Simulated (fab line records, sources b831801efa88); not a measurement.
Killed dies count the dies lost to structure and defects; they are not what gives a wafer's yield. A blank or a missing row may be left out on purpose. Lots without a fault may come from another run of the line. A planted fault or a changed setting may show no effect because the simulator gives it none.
Matching of chambers :: flow sky130 :: rie diel-01 running SKY_METAL3_ETCH_17: 4 sister chambers
The step etches SiO2 in C4F8/O2/Ar, stops on TiN, time 3.9 s, target depth 15 nm. 14 wafers are shown with their chamber, then 7 later ones without.

## EACH WAFER AND ITS CHAMBER
wafer: L573.1
chamber: 2
rf fwd power W (W): 1468
oes product au (a.u.): 0.752

wafer: L573.3
chamber: 3
rf fwd power W (W): 1481
oes product au (a.u.): 0.738

wafer: L573.5
chamber: 1
rf fwd power W (W): 1477
oes product au (a.u.): 0.747

wafer: L574.3
chamber: 0
rf fwd power W (W): 1465
oes product au (a.u.): 0.749

wafer: L574.5
chamber: 1
rf fwd power W (W): 1461
oes product au (a.u.): 0.764

wafer: L574.6
chamber: 2
rf fwd power W (W): 1465
oes product au (a.u.): 0.754

wafer: L575.1
chamber: 0
rf fwd power W (W): 1471
oes product au (a.u.): 0.758

wafer: L575.4
chamber: 1
rf fwd power W (W): 1471
oes product au (a.u.): 0.745

wafer: L575.5
chamber: 2
rf fwd power W (W): 1461
oes product au (a.u.): 0.763

wafer: L577.2
chamber: 0
rf fwd power W (W): 1477
oes product au (a.u.): 0.746

wafer: L577.3
chamber: 2
rf fwd power W (W): 1461
oes product au (a.u.): 0.751

wafer: L577.6
chamber: 1
rf fwd power W (W): 1471
oes product au (a.u.): 0.758

wafer: L583.1
chamber: 3
rf fwd power W (W): 1480
oes product au (a.u.): 0.750

wafer: L583.2
chamber: 1
rf fwd power W (W): 1467
oes product au (a.u.): 0.750

SIGNATURES (means of the wafers above)
reading: rf fwd power W
chamber 0: 1471.00
chamber 1: 1469.40
chamber 2: 1463.75
chamber 3: 1480.50
scatter within a chamber: 4.96

reading: oes product au
chamber 0: 0.75100
chamber 1: 0.75280
chamber 2: 0.75500
chamber 3: 0.74400
scatter within a chamber: 0.00703
Rule: a wafer's distance from a chamber is the root of the sum, over the readings, of the square of ((its reading less the chamber's mean) divided by the reading's scatter). The wafer belongs to the nearest chamber; if the next one is less than 2 further off, it can't be placed. The scatter is the square root of a quotient: the sum, over the shown wafers, of each reading's squared deviation from its chamber's mean, divided by wafers minus chambers.

## WAFERS WITHOUT THEIR CHAMBER
wafer: L583.5
rf fwd power W (W): 1473
oes product au (a.u.): 0.760

wafer: L591.1
rf fwd power W (W): 1467
oes product au (a.u.): 0.743

wafer: L591.3
rf fwd power W (W): 1457
oes product au (a.u.): 0.757

wafer: L591.4
rf fwd power W (W): 1473
oes product au (a.u.): 0.757

wafer: L594.1
rf fwd power W (W): 1472
oes product au (a.u.): 0.760

wafer: L594.5
rf fwd power W (W): 1468
oes product au (a.u.): 0.779

wafer: L594.6
rf fwd power W (W): 1473
oes product au (a.u.): 0.766

## THE CHAMBER EACH PASSED THROUGH
wafer: L583.5
from the rows above: can't be placed: 1 or 0 or 2 or 3
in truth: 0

wafer: L591.1
from the rows above: can't be placed: 0 or 1 or 2 or 3
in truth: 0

wafer: L591.3
from the rows above: can't be placed: 2 or 1 or 0
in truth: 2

wafer: L591.4
from the rows above: can't be placed: 1 or 0 or 2 or 3
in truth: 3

wafer: L594.1
from the rows above: can't be placed: 1 or 0 or 2 or 3
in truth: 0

wafer: L594.5
from the rows above: can't be placed: 2 or 1 or 0
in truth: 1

wafer: L594.6
from the rows above: can't be placed: 1 or 0 or 2 or 3
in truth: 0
Correct placement for 0 of the 7. These rows do not allow placing 7 (true chamber among the candidates in 7). 0 placed wrongly.
